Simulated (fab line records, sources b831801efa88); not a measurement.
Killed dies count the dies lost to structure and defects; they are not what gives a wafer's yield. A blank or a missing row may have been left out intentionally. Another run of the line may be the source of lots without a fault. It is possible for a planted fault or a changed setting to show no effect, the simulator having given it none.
Matching of chambers :: flow sky130 :: rie-diel-01 running SKY_LI_CONTACT_ETCH_14: 4 sister chambers
The step etches BARC in N2/H2, stops on SiO2, time 45.9 s, target depth 60 nm. 4 wafers are shown with their chamber, then 12 later ones without.

WAFERS, EACH WITH ITS CHAMBER
wafer: L084.2
chamber: 2
drypump-motor-current-A (A): 5.4

wafer: L086.5
chamber: 3
drypump-motor-current-A (A): 5.3

wafer: L087.1
chamber: 0
drypump-motor-current-A (A): 6.5

wafer: L087.5
chamber: 1
drypump-motor-current-A (A): 4.6

WAFERS WHOSE CHAMBER IS MISSING
wafer: L089.1
drypump-motor-current-A (A): 4.7

wafer: L089.2
drypump-motor-current-A (A): 5.3

wafer: L089.3
drypump-motor-current-A (A): 5.3

wafer: L089.4
drypump-motor-current-A (A): 6.5

wafer: L089.5
drypump-motor-current-A (A): 6.5

wafer: L089.6
drypump-motor-current-A (A): 5.3

wafer: L094.2
drypump-motor-current-A (A): 6.5

wafer: L094.4
drypump-motor-current-A (A): 5.3

wafer: L094.6
drypump-motor-current-A (A): 5.3

wafer: L096.1
drypump-motor-current-A (A): 4.6

wafer: L096.3
drypump-motor-current-A (A): 5.3

wafer: L096.5
drypump-motor-current-A (A): 4.7

CHAMBER TAKEN BY EACH
wafer: L089.1
from the rows above: 1
in truth: 1

wafer: L089.2
from the rows above: 3
in truth: 3

wafer: L089.3
from the rows above: 3
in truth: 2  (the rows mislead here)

wafer: L089.4
from the rows above: 0
in truth: 0

wafer: L089.5
from the rows above: 0
in truth: 0

wafer: L089.6
from the rows above: 3
in truth: 3

wafer: L094.2
from the rows above: 0
in truth: 0

wafer: L094.4
from the rows above: 3
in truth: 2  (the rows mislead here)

wafer: L094.6
from the rows above: 3
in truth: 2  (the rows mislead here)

wafer: L096.1
from the rows above: 1
in truth: 1

wafer: L096.3
from the rows above: 3
in truth: 3

wafer: L096.5
from the rows above: 1
in truth: 1
9 of 12 placed correctly. Not placeable from these rows: 0. Number placed wrongly: 3.
How it was worked out, from the rows above alone: a wafer's distance from a chamber is the root of the sum, over the readings, of the square of ((its reading less the chamber's mean) divided by the reading's scatter). The wafer belongs to the nearest chamber; if the next one is less than 2 further off, it can't be placed. Each chamber's mean is taken over the wafers shown for it. The scatter (one wafer shown for each chamber): square how far every hidden wafer sits from the nearest shown wafer, average those squares and take the square root.
